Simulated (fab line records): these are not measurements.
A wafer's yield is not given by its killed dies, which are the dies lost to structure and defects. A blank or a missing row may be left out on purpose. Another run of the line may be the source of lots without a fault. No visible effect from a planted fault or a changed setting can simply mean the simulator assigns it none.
A lot that was struck, set against a sound lot + flow sky130 + 14 out of 708 route steps
Sound: the wafers L644.1, L644.2, L644.3. Wafers L636.1, L636.2, L636.5 were the ones struck. Last of all comes the cause.
Order at every step that has rows: each side's tool, ch and its chambers, its first start. Under that, the readings that differ: sound wafers + struck wafers + difference of the means + sigmas: that difference in standard deviations of wafers without a fault.
alike: a reading whose means differ by less than 2 such deviations, as well as words and numbers matching on both sides. not compared: withheld readings; readings where some wafer has no value; bounds like >300 that might hide an equal value; numbers whose values overlap and for which the record gives no deviation.
The two part at a step that has a row with sigmas, a row that says differs or no value, or rows on one side only. When numbers do not overlap yet have no deviation, they are printed without sigmas and do not part them. A reading that every wafer of one side lacks parts them only if that side has two wafers or more.

first, 6 steps without rows for these wafers: SKY_PASSIVATION_HMDS_05 (prime time 60 s); SKY_PASSIVATION_COAT_06 (resist thk 3000 nm); SKY_PASSIVATION_SOFTBAKE_07; SKY_PASSIVATION_EXPOSE_08 (exposes mask NSM, target cd 3000 nm); SKY_PASSIVATION_PEB_09; SKY_PASSIVATION_DEVELOP_10 (develop time 60 s).
SKY_PASSIVATION_ETCH_11: etches the open film in CF4/O2, stops on AlCu, target depth 725 nm, time 161.1 s.
  sound on rie diel-02 ch 0,1,2, day 49 03:35; struck on rie diel-01 ch 0,1, day 46 17:50
  alike: drypump motor current A, oes product au, throttle valve pct
  not compared: rf hours counter h
SKY_PASSIVATION_STRIP_12: strips in O2/N2.
  sound on plasma asher-02 ch 0,1, day 49 03:42; struck on plasma asher-02 ch 0,1, day 46 17:56
  alike: drypump motor current A, oes product au, strip time to endpoint s
  not compared: rf hours counter h
then, 4 steps without rows for these wafers: SKY_PAD_OPEN_DEHYDRATE_00 (time 60 s); SKY_PAD_OPEN_HMDS_01 (prime time 60 s); SKY_PAD_OPEN_COAT_02 (resist thk 3000 nm); SKY_PAD_OPEN_SOFTBAKE_03.
SKY_PAD_OPEN_EXPOSE_04: exposes mask PDM, target cd 60000 nm.
  sound on iline stepper-01 ch 0, day 49 12:16; struck on iline stepper-01, day 47 02:49
  no value came back on the struck wafers for exposure dose mJ cm2, focus offset nm (nm); on the sound wafers exposure dose mJ cm2 reads 259.75 260.16 259.83
  alike: mask
after that, 1 step had no rows for these wafers: SKY_PAD_OPEN_PEB_05.

## WHERE THEY PART
SKY_PAD_OPEN_EXPOSE_04 only, going by this record.

WHY: whatever the simulator had introduced
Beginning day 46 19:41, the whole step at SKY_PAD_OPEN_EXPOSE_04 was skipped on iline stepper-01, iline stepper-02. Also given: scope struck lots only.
